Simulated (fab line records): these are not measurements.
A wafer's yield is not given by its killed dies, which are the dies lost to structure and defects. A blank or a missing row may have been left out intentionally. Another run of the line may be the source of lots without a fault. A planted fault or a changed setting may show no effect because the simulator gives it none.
Struck lot and sound lot, side by side | flow sky130 | 33 out of 708 route steps
Sound: these wafers, L784.2, L784.3, L784.5. Struck: wafer L796.2 (left out: L796.3, L796.4 of the same lot, which were not struck); the cause appears at the end.
Per side, at each step with rows, come the tool, then ch with its chambers, and then its first start. Under that, the readings that differ: sound wafers | struck wafers | difference of the means | sigmas: that difference in standard deviations of wafers without a fault.
alike: words and numbers the same on both sides, and readings whose means are apart by under 2 such deviations; not compared: readings that were withheld, readings missing a value for some wafer, numbers with overlapping values and no deviation given by the record, and bounds like >300 which may hide the same value.
A row with sigmas, a row that says differs or no value, or rows on one side alone: a step with any of these is where the two part. Numbers that have no deviation but don't overlap get no sigmas and don't part them. A reading that every wafer of one side lacks parts them only if that side has two wafers or more.

first, 4 steps without rows for these wafers: SKY_LOCAL_INTERCONNECT_SOFTBAKE_07 (time 90 s); SKY_LOCAL_INTERCONNECT_EXPOSE_08 (exposes mask LI1M, target cd 170 nm); SKY_LOCAL_INTERCONNECT_PEB_09; SKY_LOCAL_INTERCONNECT_DEVELOP_10 (develop time 60 s).
SKY_LOCAL_INTERCONNECT_CD_MEAS_11: target cd 170 nm.
  struck on cd_sem-02, day 36 15:24; sound on cd_sem-01, day 32 12:34
  alike: cd_nm
SKY_LOCAL_INTERCONNECT_OVL_MEAS_12:
  struck on overlay-01, day 36 15:31; sound on overlay-02, day 32 12:40
  alike: LOCAL_INTERCONNECT_OVL
SKY_LOCAL_INTERCONNECT_ETCH_13: etches BARC in N2/H2, stops on SiO2, time 45.9 s, target depth 60 nm.
  sound on rie_metal-02 ch 0,1, day 32 12:42; struck on rie_metal-03 ch 1, day 36 15:32
  alike: drypump_motor_current_A, oes_product_au, throttle_valve_pct
  not compared: rf_hours_counter_h
SKY_LOCAL_INTERCONNECT_METAL_ETCH_14: etches TiN in Cl2/BCl3, stops on PSG, target depth 110 nm, time 31.4 s.
  sound on rie_metal-02 ch 0,1, day 32 12:46; struck on rie_metal-03 ch 1, day 36 15:36
  alike: drypump_motor_current_A, oes_product_au, throttle_valve_pct
  not compared: rf_hours_counter_h
then, 4 steps without rows for these wafers: SKY_LOCAL_INTERCONNECT_STRIP_15 (strips in O2/N2); SKY_LOCAL_INTERCONNECT_STRIP_16 (strips in post etch residue remover, time 1200 s); SKY_LOCAL_INTERCONNECT_CLEAN_17 (cleans in IPA, time 180 s); SKY_LOCAL_INTERCONNECT_CLEAN_18 (cleans in O3/DIW).
SKY_CONTACT_CVD_00: deposits Si3N4, target thk 75 nm.
  sound on pecvd-03 ch 0,1,2, day 32 13:27; struck on pecvd-03 ch 0, day 36 16:16
  reading                                   | sound             | struck | difference | sigmas
  model.Si3N4_of_CONTACT_CVD_00.thk_nm (nm) | 75.82 74.92 76.56 | 88.97  | +13.20     |
  alike: heater_power_w, susceptor_temp_C
SKY_CONTACT_THK_MEAS_01:
  struck on film_metro-01, day 36 16:19; sound on film_metro-01, day 32 13:29
  reading                 | sound          | struck | difference | sigmas
  CONTACT_CVD_00_THK (nm) | 75.8 74.9 76.6 | 89.0   | +13.2      | +13
then, 1 step without rows for these wafers: SKY_CONTACT_HDPCVD_02 (deposits SiO2, target thk 565 nm, time 94.2 s).
SKY_CONTACT_THK_MEAS_03:
  struck on film_metro-04, day 36 16:27; sound on film_metro-04, day 32 13:37
  alike: CONTACT_HDPCVD_THK
then, 1 step without rows for these wafers: SKY_CONTACT_CMP_04 (polishes SiO2).
SKY_CONTACT_BOW_MEAS_05:
  struck on film_metro-03, day 36 16:49; sound on film_metro-04, day 32 13:59
  alike: CONTACT_BOW
then, 8 steps without rows for these wafers: SKY_CONTACT_DEHYDRATE_06 (time 60 s); SKY_CONTACT_HMDS_07 (prime time 60 s); SKY_CONTACT_COAT_08 (resist thk 60 nm); SKY_CONTACT_COAT_09 (resist thk 450 nm); SKY_CONTACT_SOFTBAKE_10 (time 90 s); SKY_CONTACT_EXPOSE_11 (exposes mask CTM1, target cd 170 nm); SKY_CONTACT_PEB_12; SKY_CONTACT_DEVELOP_13 (develop time 60 s).
SKY_CONTACT_CD_MEAS_14: target cd 170 nm.
  struck on cd_sem-02, day 37 18:57; sound on cd_sem-02, day 33 16:46
  alike: cd_nm
SKY_CONTACT_OVL_MEAS_15:
  struck on overlay-02, day 37 19:04; sound on overlay-02, day 33 16:53
  alike: CONTACT_OVL
SKY_CONTACT_ETCH_16: etches BARC in N2/H2, stops on SiO2, time 45.9 s, target depth 60 nm.
  sound on rie_diel-04 ch 0,2,3, day 33 16:55; struck on rie_diel-04 ch 3, day 37 19:05
  alike: drypump_motor_current_A, oes_product_au, throttle_valve_pct
  not compared: rf_hours_counter_h
SKY_CONTACT_ETCH_17: etches SiO2 in C4F8/O2/Ar, stops on Si3N4, target depth 340 nm.
  sound on rie_diel-04 ch 0,2,3, day 33 16:57; struck on rie_diel-04 ch 3, day 37 19:08
  reading               | sound             | struck | difference | sigmas
  oes_product_au (a.u.) | 0.894 0.905 0.889 | 0.886  | -0.010     | -2
SKY_CONTACT_ETCH_18: etches Si3N4 in CHF3/O2, stops on TiN, time 39 s, target depth 75 nm.
  sound on rie_diel-04 ch 0,2,3; struck on rie_diel-04 ch 3
  reading                  | sound             | struck | difference | sigmas
  oes_product_au (a.u.)    | 0.860 0.851 0.861 | 0.952  | +0.095     | +12
  throttle_valve_pct (%)   | 8.802 8.786 8.796 | 8.818  | +0.023     | +2
  model.etch.depth_nm (nm) | 75.82 74.92 76.56 | 88.97  | +13.20     |
  alike: drypump_motor_current_A
  not compared: rf_hours_counter_h
SKY_CONTACT_STRIP_19: strips in O2/N2.
  sound on plasma_asher-04 ch 0,1, day 33 17:02; struck on plasma_asher-01 ch 0, day 37 19:13
  alike: drypump_motor_current_A, oes_product_au, strip_time_to_endpoint_s
  not compared: rf_hours_counter_h
-- the record jumps here: 13 days lie between the struck wafers' starts before and after (it left off in module CONTACT and takes up again in module PAD_OPEN, whose first step shown is number 708 of the route) --
SKY_PAD_OPEN_PROBE_99:
  struck on prober-02, day 50 12:01; sound on prober-02, day 47 14:41
  alike: killed_at_M0_to_M3, killed_at_M4_up, killed_at_contacts, killed_at_front_end, killed_at_other, killed_dies, killed_open, killed_short

WHERE THEY PART
At SKY_CONTACT_THK_MEAS_01 first; at SKY_CONTACT_ETCH_18 last (within this record only). Later steps at which nothing parts them and some readings are alike: SKY_CONTACT_STRIP_19, SKY_PAD_OPEN_PROBE_99.

WHY: the cause the simulator had injected
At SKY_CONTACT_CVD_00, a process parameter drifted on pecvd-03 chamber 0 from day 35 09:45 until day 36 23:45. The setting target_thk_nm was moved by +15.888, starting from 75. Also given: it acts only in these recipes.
